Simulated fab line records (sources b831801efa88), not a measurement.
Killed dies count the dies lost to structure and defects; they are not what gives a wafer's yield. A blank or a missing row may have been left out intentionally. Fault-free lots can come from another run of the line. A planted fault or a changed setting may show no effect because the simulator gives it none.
What tool caused it? -- flow sky130 -- at 1 step of a route of 708, 13 lots with 39 wafers sampled

WHAT THE GAUGES SHOWED, per wafer
SKY_LOCAL_INTERCONNECT_CD_MEAS_11: target cd 170 nm.
lot,measured,on,cdNm (nm)
L946,day 30 06:34,cdSem-02,169.1 167.6 167.9
L947,day 30 23:06,cdSem-02,168.3 169.9 169.0
L948,day 31 06:14,cdSem-02,168.2 168.1 169.7
L949,day 31 16:06,cdSem-02,166.8 165.8 167.8
L957,day 34 09:28,cdSem-02,170.6 169.0 169.3
L958,day 34 16:54,cdSem-01,171.9 172.0 170.7
L959,day 34 22:06,cdSem-01,167.9 167.3 168.8
L960,day 35 05:05,cdSem-01,170.9 172.2 172.1
L962,day 35 15:33,cdSem-02,171.3 171.7 172.0
L963,day 35 22:46,cdSem-01,173.6 172.9 172.7
L964,day 36 11:03,cdSem-01,170.1 170.1 171.6
L966,day 36 22:50,cdSem-02,168.5 166.8 166.2
L967,day 37 08:14,cdSem-02,171.5 171.7 171.3

WHAT TOOL EACH LOT RAN ON (gives the tool, then ch and the chambers of the sampled wafers, and finally the start)
The record shows no process step preceding these readings.

WHAT THE TOOLS THEMSELVES READ (means of the sampled wafers that have a number; where no wafer has one, the mark that the record gives instead)
The record holds no such reading with a usual standard deviation.

THE ANSWER, worked out from the rows above alone
Rule: usual is defined by the lots themselves. The widest of any qualifying gaps counts: lots, ordered by their means at a reading, are off when they make up no more than a third of the lots, leave a main group of 4 or more, and stand apart from it by 3 or more times the standard deviation of that group's means. If all means in a main group match to the digits the tables above print for the reading, that group is not used. A lot without any number at a reading at which 4 lots or more have one is off too. Where the step has rows for the other lots, those lots are counted as sound. After the gauges, taken in route order, come the tools' own readings; for these a lot's mean is taken, as printed above. At the first step where some lot is off, the reading lying furthest off is the one used; lots without a number count as furthest.
Nothing can be told from this: no lot is off at any reading shown.

WHAT THE SIMULATOR PUT IN
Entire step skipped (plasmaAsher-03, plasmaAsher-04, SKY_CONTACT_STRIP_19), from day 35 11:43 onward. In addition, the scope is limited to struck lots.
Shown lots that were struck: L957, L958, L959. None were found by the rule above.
